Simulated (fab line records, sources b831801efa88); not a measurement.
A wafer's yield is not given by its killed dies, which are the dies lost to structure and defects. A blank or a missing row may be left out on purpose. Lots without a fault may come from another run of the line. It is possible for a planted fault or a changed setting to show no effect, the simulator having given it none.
Which tool did it? | flow sky130 | 11 lots with 33 wafers sampled at 4 steps, on a route of 708 steps

## WHAT THE GAUGES SHOWED, per wafer
SKY_POLY_GATE_THK_MEAS_01. Usual: POLY_GATE_CVD_00_THK gives 179.7 nm (standard deviation 1.8).
lot  | measured     | on            | POLY_GATE_CVD_00_THK (nm) | flag
L623 | day 15 03:58 | film-metro-03 | 182.4 181.8 182.3         |
L622 | day 15 05:10 | film-metro-02 | 180.8 179.8 180.7         |
L625 | day 16 06:09 | film-metro-03 | 182.3 180.9 179.0         |
L624 | day 16 07:20 | film-metro-01 | 178.4 177.1 178.3         |
L627 | day 16 21:44 | film-metro-03 | 180.5 181.3 182.3         |
L626 | day 17 03:04 | film-metro-02 | 178.4 179.1 178.7         |
L628 | day 17 19:59 | film-metro-02 | 179.2 180.2 178.5         |
L629 | day 17 19:59 | film-metro-03 | 180.7 180.9 180.6         |
L630 | day 18 07:13 | film-metro-01 | 177.0 177.0 176.2         |
L631 | day 18 07:13 | film-metro-03 | 177.3 178.1 176.8         |
L632 | day 18 15:41 | film-metro-02 | 179.2 179.4 179.0         |

SKY_LDD_P_TW_MEAS_11. Usual: LDD_P_TW gives 636 (standard deviation 4.7).
lot  | measured     | on            | LDD_P_TW    | flag
L623 | day 20 13:45 | film-metro-02 | 635 635 636 |
L622 | day 20 13:09 | film-metro-04 | 640 641 642 |
L625 | day 21 17:43 | film-metro-03 | 635 629 632 |
L624 | day 21 18:36 | film-metro-02 | 637 634 635 |
L627 | day 22 01:43 | film-metro-04 | 644 639 644 |
L626 | day 22 11:36 | film-metro-03 | 633 635 628 |
L628 | day 22 22:03 | film-metro-04 | 645 643 648 |
L629 | day 23 01:57 | film-metro-04 | 641 639 644 |
L630 | day 23 14:52 | film-metro-04 | 645 643 639 |
L631 | day 23 12:05 | film-metro-04 | 640 641 640 |
L632 | day 23 21:37 | film-metro-03 | 633 634 629 |

## TOOL THAT RAN EACH LOT (tool first, then ch and the chambers of the sampled wafers, then the start)
lot  | SKY_POLY_GATE_ETCH_17            | SKY_LDD_N_IMPLANT_15
L623 | rie-si-01 ch 0,2, day 17 15:38   | implanter-04 ch 0, day 19 06:47
L622 | rie-si-02 ch 1,2, day 17 18:32   | implanter-02 ch 0, day 19 06:05
L625 | rie-si-01 ch 0,2,3, day 18 19:56 | implanter-01 ch 0, day 20 10:49
L624 | rie-si-02 ch 1,2,3, day 18 19:35 | implanter-04 ch 0, day 20 11:05
L627 | rie-si-01 ch 0,1, day 19 09:11   | implanter-02 ch 0, day 20 19:23
L626 | rie-si-01 ch 0,1,3, day 19 18:29 | implanter-01 ch 0, day 21 04:26
L628 | rie-si-01 ch 0,1,3, day 20 06:59 | implanter-04 ch 0, day 21 15:41
L629 | rie-si-02 ch 1,2, day 20 08:59   | implanter-01 ch 0, day 21 19:06
L630 | rie-si-01 ch 0,2,3, day 20 22:50 | implanter-02 ch 0, day 22 07:42
L631 | rie-si-02 ch 0,1,2, day 20 21:32 | implanter-02 ch 0, day 22 05:41
L632 | rie-si-02 ch 0,1, day 21 06:05   | implanter-02 ch 0, day 22 14:44
- SKY_POLY_GATE_ETCH_17: etches poly-Si in HBr/Cl2, stops on SiO2, target depth 180 nm, time 70.5 s.
- SKY_LDD_N_IMPLANT_15

## AS READ BY THE TOOLS THEMSELVES (means over the sampled wafers that have a number; for cases with no such wafer, the mark the record gives instead)
SKY_POLY_GATE_ETCH_17. Usual: drypump-motor-current-A 5.7 A, standard deviation 0.59; oes-product-au 0.981 a.u., standard deviation 0.008; throttle-valve-pct 33.683 %, standard deviation 0.0095.
lot  | tool      | drypump-motor-current-A (A) | oes-product-au (a.u.) | throttle-valve-pct (%) | flag
L623 | rie-si-01 | 6.2                         | 0.988                 | 33.676                 |
L622 | rie-si-02 | 5.9                         | 0.986                 | 33.688                 |
L625 | rie-si-01 | 6.0                         | 0.983                 | 33.688                 |
L624 | rie-si-02 | 5.7                         | 0.974                 | 33.687                 |
L627 | rie-si-01 | 5.2                         | 0.981                 | 33.681                 |
L626 | rie-si-01 | 5.5                         | 0.973                 | 33.690                 |
L628 | rie-si-01 | 5.5                         | 0.984                 | 33.682                 |
L629 | rie-si-02 | 5.8                         | 0.990                 | 33.692                 |
L630 | rie-si-01 | 6.0                         | 0.972                 | 33.674                 |
L631 | rie-si-02 | 5.6                         | 0.976                 | 33.682                 |
L632 | rie-si-02 | 5.8                         | 0.982                 | 33.682                 |

## THE ANSWER, worked out from the rows above alone
Rule: take the mean of a lot's wafers that have a number; if it is more than 3 standard deviations from the usual mean, the lot is off. A lot without any number at a reading at which 4 lots or more have one is off too. All remaining lots with rows at the step are treated as sound. First the gauges in route order, then the tools' own readings, where a lot's mean is used as printed above. The first step at which some lot is off is used, and at that step the reading that is off furthest; a lot without a number counts as furthest.
Across all readings shown, no lot is off: no conclusion can be drawn from this.

## WHAT THE SIMULATOR HAD INSERTED
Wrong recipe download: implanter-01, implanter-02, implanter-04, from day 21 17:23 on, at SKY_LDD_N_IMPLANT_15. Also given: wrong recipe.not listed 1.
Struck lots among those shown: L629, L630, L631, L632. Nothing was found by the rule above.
